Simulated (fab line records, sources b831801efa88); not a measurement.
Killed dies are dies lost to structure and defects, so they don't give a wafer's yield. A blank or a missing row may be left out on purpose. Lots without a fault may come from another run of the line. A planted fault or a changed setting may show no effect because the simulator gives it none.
Problem report in the 8D (eight disciplines) form, filled by code | flow gf180mcu | the parts of the form that need people (team, actions taken, sign-off) are left out

1. THE PROBLEM
oes_product_au at GF_V5_ETCH_17 reads a mean of 0.814 a.u. on 6 wafers of 2 lots; wafers without a fault read 0.860 a.u. with a standard deviation of 0.0043. That is -11 standard deviations from the usual mean.
The step: etches SiO2 in C4F8/O2/Ar, stops on TiN, target depth 855 nm.
The step gives no start for some of these wafers. The record holds 36 wafers of 12 lots with a number at this step. Rule for "out", or "out of limits": more than 4 standard deviations from the usual mean. The other wafers with a number count as sound.

2. WHAT IT IS AND WHAT IT IS NOT
question                    | is                       | is not
which readings at this step | oes_product_au           | -
which lots                  | L641, L642               | L633, L634, L635, L638, L639, L640, L646, L652, L653, L654
which wafers of those lots  | all that have a number   | -
read on which tools         | rie_diel-03, rie_diel-04 | rie_diel-01

3. SUSPECTS, AND WHAT RULES EACH OUT
Counting: a tool at a process step up to the reading stays a suspect if it ran every lot that is out and no sound lot after the first of them.
- cmp-01 at GF_V5_CMP_04 (polishes SiO2): kept. It ran every lot that is out, first L641 (day 29 10:21), and no sound lot after that; its last sound lot up to then is L640 (day 29 09:27).
Left after counting: cmp-01 at GF_V5_CMP_04.

4. THE CAUSE (what the simulator had put in)
Process parameter drift: cmp-01, from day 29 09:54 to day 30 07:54, at GF_V5_CMP_04. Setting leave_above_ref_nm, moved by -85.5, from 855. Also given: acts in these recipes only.
Counting left only this tool.

5. THE CHAIN OF EFFECTS, in route order
Each row: a reading whose mean over the struck wafers that have a number lies more than 3 standard deviations from the usual. Only readings for which the record gives a usual standard deviation are gone through. hours: the time from each lot's start at the first step in this table that gives one to its start at this step, as a median over the lots. sigmas: the change in usual standard deviations.
hours | step          | reading        | usual      | on struck wafers | change | sigmas
-     | GF_V5_ETCH_17 | oes_product_au | 0.860 a.u. | 0.814            | -0.046 | -11
The process steps in it:
- GF_V5_ETCH_17: etches SiO2 in C4F8/O2/Ar, stops on TiN, target depth 855 nm.

6. WHAT WOULD HAVE CAUGHT IT SOONER
Of the tool readings at GF_V5_CMP_04 for which the record gives a usual standard deviation, none was out on any struck wafer, so an alarm limit of 4 standard deviations on them would not have fired.
